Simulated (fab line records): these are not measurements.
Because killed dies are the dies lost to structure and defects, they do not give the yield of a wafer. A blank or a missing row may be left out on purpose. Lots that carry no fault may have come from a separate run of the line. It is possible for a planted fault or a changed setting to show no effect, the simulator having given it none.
Which tool did it? | flow gf180mcu | Sampling: 10 lots, 30 wafers, 2 of 602 route steps

## WHAT THE GAUGES SHOWED, per wafer
GF_NSD_CD_MEAS_07: the cd target is 400 nm.
lot  | measured     | on        | cd nm (nm)
L128 | day 14 02:19 | cd sem-01 | 401.2 399.8 402.3
L129 | day 14 07:43 | cd sem-01 | 401.0 402.6 405.3
L130 | day 14 15:28 | cd sem-01 | 401.7 401.8 400.1
L138 | day 17 10:19 | cd sem-01 | 398.1 400.9 399.8
L139 | day 18 01:20 | cd sem-01 | 399.1 399.0 400.6
L141 | day 18 14:46 | cd sem-02 | 399.9 399.8 400.8
L142 | day 18 21:47 | cd sem-01 | 396.2 396.2 395.2
L143 | day 19 03:34 | cd sem-01 | 396.6 395.6 397.1
L146 | day 20 04:28 | cd sem-01 | 399.1 396.0 395.9
L149 | day 21 09:13 | cd sem-01 | 402.4 402.7 402.1

## TOOL THAT RAN EACH LOT (tool first, then ch and the chambers of the sampled wafers, then the start)
lot  | GF_HV_LDD_STRIP_49
L128 | plasma asher-04 ch 0,1, day 13 02:40
L129 | plasma asher-03 ch 0,1, day 13 08:26
L130 | plasma asher-04 ch 1, day 13 15:40
L138 | plasma asher-02 ch 0,1, day 16 09:30
L139 | plasma asher-03 ch 0,1, day 16 23:07
L141 | plasma asher-04 ch 0,1, day 17 12:38
L142 | plasma asher-04 ch 0,1, day 17 19:01
L143 | plasma asher-04 ch 0, day 18 00:19
L146 | plasma asher-02 ch 0,1, day 19 00:34
L149 | plasma asher-04 ch 0,1, day 20 04:26
- GF_HV_LDD_STRIP_49: strips in O2/N2.

## AS READ BY THE TOOLS THEMSELVES (means over the sampled wafers that have a number; for cases with no such wafer, the mark the record gives instead)
GF_HV_LDD_STRIP_49.
lot  | tool            | chamber pressure mTorr (mTorr) | drypump motor current A (A) | heater power w (W) | oes product au (a.u.) | platen temp c (C) | strip time to endpoint s (s)
L128 | plasma asher-04 | 1501.0                         | 5.54                        | 300                | 0.715                 | 250.07            | 12.592
L129 | plasma asher-03 | 1501.0                         | 5.22                        | 329                | 0.716                 | 250.07            | 12.597
L130 | plasma asher-04 | 1500.2                         | 5.26                        | 280                | 0.715                 | 250.01            | 12.668
L138 | plasma asher-02 | 1501.1                         | 5.95                        | 336                | 0.714                 | 249.94            | 12.594
L139 | plasma asher-03 | 1501.6                         | 5.16                        | 312                | 0.717                 | 249.97            | 12.654
L141 | plasma asher-04 | 1500.2                         | 5.41                        | 282                | 0.717                 | 250.14            | 12.638
L142 | plasma asher-04 | 1500.2                         | 5.43                        | 286                | 0.716                 | 250.06            | 12.649
L143 | plasma asher-04 | 1500.2                         | 5.68                        | 306                | 0.718                 | 250.02            | 12.612
L146 | plasma asher-02 | 1500.5                         | 5.96                        | 338                | 0.717                 | 249.97            | 12.568
L149 | plasma asher-04 | 1498.9                         | 5.41                        | 300                | 0.715                 | 250.09            | 12.650

## THE ANSWER, worked out from the rows above alone
Rule: the lots themselves supply what counts as usual. The widest of any qualifying gaps counts: lots, ordered by their means at a reading, are off when they make up no more than a third of the lots, leave a main group of 4 or more, and stand apart from it by 3 or more times the standard deviation of that group's means. The tables above print the reading to a certain number of digits; a main group whose means all agree to those digits is not used. A lot without any number at a reading at which 4 lots or more have one is off too. All remaining lots with rows at the step are treated as sound. First the gauges in route order, then the tools' own readings, where a lot's mean is used as printed above. The first step at which some lot is off is used, and at that step the reading that is off furthest; a lot without a number counts as furthest.
Across all readings shown, no lot is off: no conclusion can be drawn from this.

## WHAT HAD BEEN PUT IN BY THE SIMULATOR
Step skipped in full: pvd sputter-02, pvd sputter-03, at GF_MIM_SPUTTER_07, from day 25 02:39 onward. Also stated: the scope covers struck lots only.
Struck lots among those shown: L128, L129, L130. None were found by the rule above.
